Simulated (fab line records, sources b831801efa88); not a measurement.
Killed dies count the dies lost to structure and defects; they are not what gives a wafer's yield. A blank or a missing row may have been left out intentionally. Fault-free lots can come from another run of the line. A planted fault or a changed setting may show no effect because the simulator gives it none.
fab line records ; flow sky130
[record] lots = 14; wafers = 42; last_day = 50
route steps=708 shown LDD_P@264 PAD_OPEN@708
lots untouched by any fault: they come from a run of this same line in which no faults occurred
start_h: hours from the record's first day to the start of the lot's first wafer shown ; wait_h: time in hours since the lot's previous step ; " the same as in the row above ; L1.1+2: a row that stands for several wafers ; - value missing, or start not given ; * or withheld: withheld ; < > ~ a bound
route shown NAME@n: NAME is a module with steps in the file, n the number in the route of the first one ; usual: mean and standard deviation over wafers with no fault ; same: alike in all rows ; chamber/n: place in a boat ; sites: readings site by site ; _std_site: their standard deviation ; _edge_site: inner sites' mean taken away from outer sites' mean ; radius_mm: for every site, how far away it sits from the centre of the wafer ; mask NAME#n: copy n ; behind: the last tool/chamber to shape the wafer ; hold: why the lot was held/for how many hours/how that ended ; device: the transistor (n, p or np) that didn't switch ; end of line: the same wafers' tests at the end of the route ; a step given without rows: its recipe and nothing more ; killed: at the first sort, the dies lost to defects and structure; wafer yield is something else ; map: per-die view of a wafer (x killed, . not killed, _ where there is no die)
set.NAME: the setting as run; set.NAME@STEP: as run at that earlier step ; model.NAME: the simulator's own value behind a step, which no gauge read
the route's steps for a sample of lots (tables are steps, rows are wafers)
services: a tool's chamber out of use, with start hour (start_h, from the record's first day; less than 0 if before it), hours out, and reason
[[steps]]
[step SKY_LDD_P_IMPLANT_09]
[recipe] species = BF2; energy_kev = 25; dose_cm2 = 1e+13; tilt_deg = withheld
[usual] dose_ions_cm2 = 1.0001e+13/1.1e+10; faraday_current_uA = 56.3/1.2
lot.wafer;tool;chamber;start_h;wait_h;dose_ions_cm2;faraday_current_uA
L600.1;implanter-03;0;440.16;0.0;9.992e+12;57.8
L600.5;implanter-03;0;440.16;0.0;1.0002e+13;56.6
L600.6;implanter-03;0;440.16;0.0;1.0004e+13;55.7
L601.3;implanter-02;0;450.61;0.1;1.0001e+13;54.8
L601.4;implanter-02;0;450.61;0.1;9.985e+12;55.2
L601.6;implanter-02;0;450.61;0.1;1.0007e+13;56.3
L602.1;implanter-02;0;457.46;0.0;9.992e+12;56.3
L602.2;implanter-02;0;457.46;0.0;9.988e+12;57.5
L602.6;implanter-02;0;457.46;0.0;9.992e+12;56.2
L603.4;implanter-01;0;488.95;0.1;1.0009e+13;56.8
L603.5;implanter-01;0;488.95;0.1;9.997e+12;56.4
L603.6;implanter-01;0;488.95;0.1;9.997e+12;57.5
L604.3;implanter-03;0;500.12;0.1;9.985e+12;56.3
L604.5;implanter-03;0;500.12;0.1;1.0006e+13;56.0
L604.6;implanter-03;0;500.12;0.1;9.997e+12;57.9
L605.1;implanter-02;0;516.87;0.0;1.0017e+13;54.5
L605.4;implanter-02;0;516.87;0.0;9.984e+12;57.2
L605.6;implanter-02;0;516.87;0.0;1.0011e+13;55.1
L606.2;implanter-02;0;518.44;0.0;1.0008e+13;57.6
L606.4;implanter-02;0;518.44;0.0;1e+13;58.3
L606.5;implanter-02;0;518.44;0.0;1.0001e+13;56.3
L607.1;implanter-03;0;523.52;0.0;1.0003e+13;56.4
L607.2;implanter-03;0;523.52;0.0;1.0005e+13;56.6
L607.5;implanter-03;0;523.52;0.0;1.0006e+13;58.7
L610.2;implanter-03;0;539.80;0.0;9.985e+12;56.5
L610.4;implanter-03;0;539.80;0.0;9.997e+12;57.8
L610.5;implanter-03;0;539.80;0.0;1.0017e+13;55.6
L609.1;implanter-02;0;540.61;0.0;1.0003e+13;52.8
L609.2;implanter-02;0;540.61;0.0;1.0026e+13;56.7
L609.6;implanter-02;0;540.61;0.0;1.0016e+13;57.1
L613.1;implanter-03;0;565.22;0.0;9.115e+12;52.0
L613.5;implanter-03;0;565.22;0.0;9.116e+12;51.7
L613.6;implanter-03;0;565.22;0.0;9.112e+12;52.2
L614.3;implanter-03;0;567.26;0.1;9.111e+12;50.3
L614.4;implanter-03;0;567.26;0.1;9.126e+12;53.4
L614.6;implanter-03;0;567.26;0.1;9.114e+12;49.7
L617.2;implanter-02;0;589.40;0.0;9.997e+12;56.2
L617.3;implanter-02;0;589.40;0.0;1.0014e+13;56.2
L617.4;implanter-02;0;589.40;0.0;9.987e+12;56.5
L622.1;implanter-01;0;634.87;0.0;1.0014e+13;56.6
L622.3;implanter-01;0;634.87;0.0;1.0004e+13;56.4
L622.4;implanter-01;0;634.87;0.0;1.0007e+13;57.9
[step SKY_PAD_OPEN_PROBE_99]
[usual] killed_at_M0_to_M3 = 43/6.8; killed_at_M4_up = 3.0/1.8; killed_at_contacts = 23/5.4; killed_at_front_end = 15/4.4; killed_at_other = 0.3/0.51; killed_dies = 85/9.2; killed_open = 47/6.8; killed_short = 39/6.8
[same] gross_dies = 492; killed_at_back_side = 0
lot.wafer;tool;chamber;start_h;wait_h;killed_at_M0_to_M3;killed_at_M4_up;killed_at_contacts;killed_at_front_end;killed_at_other;killed_dies;killed_open;killed_short
L610.2;prober-01;-;1144.48;0.1;41;1;15;15;0;72;45;27
L610.4;prober-01;-;1144.58;0.2;42;3;24;17;0;86;39;47
L610.5;prober-01;-;1144.63;0.2;49;7;20;17;1;94;54;40
L613.1;prober-02;-;1162.78;0.1;39;2;30;18;0;89;52;37
L613.5;prober-02;-;1162.98;0.2;53;2;29;16;1;101;60;41
L613.6;prober-02;-;1163.03;0.2;32;4;12;17;1;66;37;29
L622.1;prober-01;-;1199.54;0.1;54;2;37;10;0;103;60;43
L622.3;prober-01;-;1199.64;0.2;54;4;27;13;0;98;58;40
L622.4;prober-01;-;1199.69;0.2;52;3;17;20;0;92;43;49
// killed by level:class
L610.2 VIA1:geometric_particle:open=11 VIA3:geometric_particle:open=8 FIELD_ISO:geometric_particle:open=6 LI_CONTACT:geometric_particle:open=6 METAL1:geometric_particle:short=6 VIA1:geometric_particle:short=4 VIA2:geometric_particle:open=4 POLY_GATE:geometric_particle:open=3
L610.4 METAL2:geometric_particle:short=9 LI_CONTACT:geometric_particle:open=8 CONTACT:geometric_particle:short=8 VIA1:geometric_particle:open=7 VIA2:geometric_particle:open=6 POLY_GATE:geometric_particle:open=5 VIA3:geometric_particle:open=5 FIELD_ISO:geometric_particle:short=4
L610.5 VIA2:geometric_particle:open=18 VIA1:geometric_particle:open=7 LI_CONTACT:geometric_particle:short=6 FIELD_ISO:geometric_particle:open=5 POLY_GATE:geometric_particle:short=5 LI_CONTACT:geometric_particle:open=5 POLY_GATE:geometric_particle:open=4 VIA3:geometric_particle:open=4
L613.1 CONTACT:geometric_particle:open=14 VIA1:geometric_particle:open=12 POLY_GATE:geometric_particle:open=6 LOCAL_INTERCONNECT:geometric_particle:short=6 METAL2:geometric_particle:short=6 CONTACT:geometric_particle:short=6 FIELD_ISO:geometric_particle:open=5 METAL1:geometric_particle:short=4
L613.5 VIA1:geometric_particle:open=15 CONTACT:geometric_particle:open=11 METAL2:geometric_particle:short=10 VIA2:geometric_particle:open=7 LI_CONTACT:geometric_particle:open=6 VIA3:geometric_particle:open=6 FIELD_ISO:geometric_particle:open=5 VIA2:geometric_particle:short=4
L613.6 VIA1:geometric_particle:open=8 POLY_GATE:geometric_particle:short=5 LI_CONTACT:geometric_particle:open=4 FIELD_ISO:geometric_particle:open=4 VIA1:geometric_particle:short=4 METAL2:geometric_particle:open=4 VIA2:geometric_particle:open=4 LOCAL_INTERCONNECT:geometric_particle:short=3
L622.1 LI_CONTACT:geometric_particle:open=12 VIA2:geometric_particle:open=12 CONTACT:geometric_particle:open=12 VIA1:geometric_particle:open=8 VIA3:geometric_particle:open=8 CONTACT:geometric_particle:short=7 VIA1:geometric_particle:short=6 VIA2:geometric_particle:short=6
L622.3 VIA1:geometric_particle:open=14 CONTACT:geometric_particle:open=13 VIA3:geometric_particle:open=7 METAL2:geometric_particle:short=6 LI_CONTACT:geometric_particle:short=6 METAL1:geometric_particle:short=6 VIA2:geometric_particle:open=6 LI_CONTACT:geometric_particle:open=4
L622.4 VIA1:geometric_particle:open=12 FIELD_ISO:geometric_particle:open=8 VIA1:geometric_particle:short=8 CONTACT:geometric_particle:open=7 METAL1:geometric_particle:short=6 FIELD_ISO:geometric_particle:short=5 VIA2:geometric_particle:short=5 METAL2:geometric_particle:short=5
[[services]]
tool;chamber;start_h;hours;kind
implanter-03;-;476.92;3.6;pm
implanter-03;-;493.76;2.8;repair
implanter-03;-;516.16;3.9;pm
implanter-01;-;574.19;2.0;repair
implanter-03;-;587.68;5.0;repair
implanter-02;-;602.36;43.9;repair
[[key]]
[first_sign] step = SKY_LDD_P_IMPLANT_09; reading = dose_ions_cm2; direction = down; sigmas = 82; usual = *; struck = *
[effect] step = SKY_LDD_P_IMPLANT_09; reading = faraday_current_uA; direction = down; sigmas = 4.1; usual = 56.3; struck = 51.5
met_at SKY_LDD_P_IMPLANT_09
struck_lots L613,L614
tester_left_out L613,L614
onset_between 539.80 565.22
[fault] kind = process_parameter_drift; tool = implanter-03; chamber = -; onset_h = 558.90; steps = SKY_LDD_P_IMPLANT_09; channel = dose_cm2; offset = *; shape = step; end_h = 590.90; acts_in = *; stated = *
// tester_left_out: of these lots the tester's yield and bins aren't shown, on N5 and GAA mostly nor the transistor test; their killed dies are dies lost to structure and defects alone, not to doping, threshold or leakage, so they don't give the yield
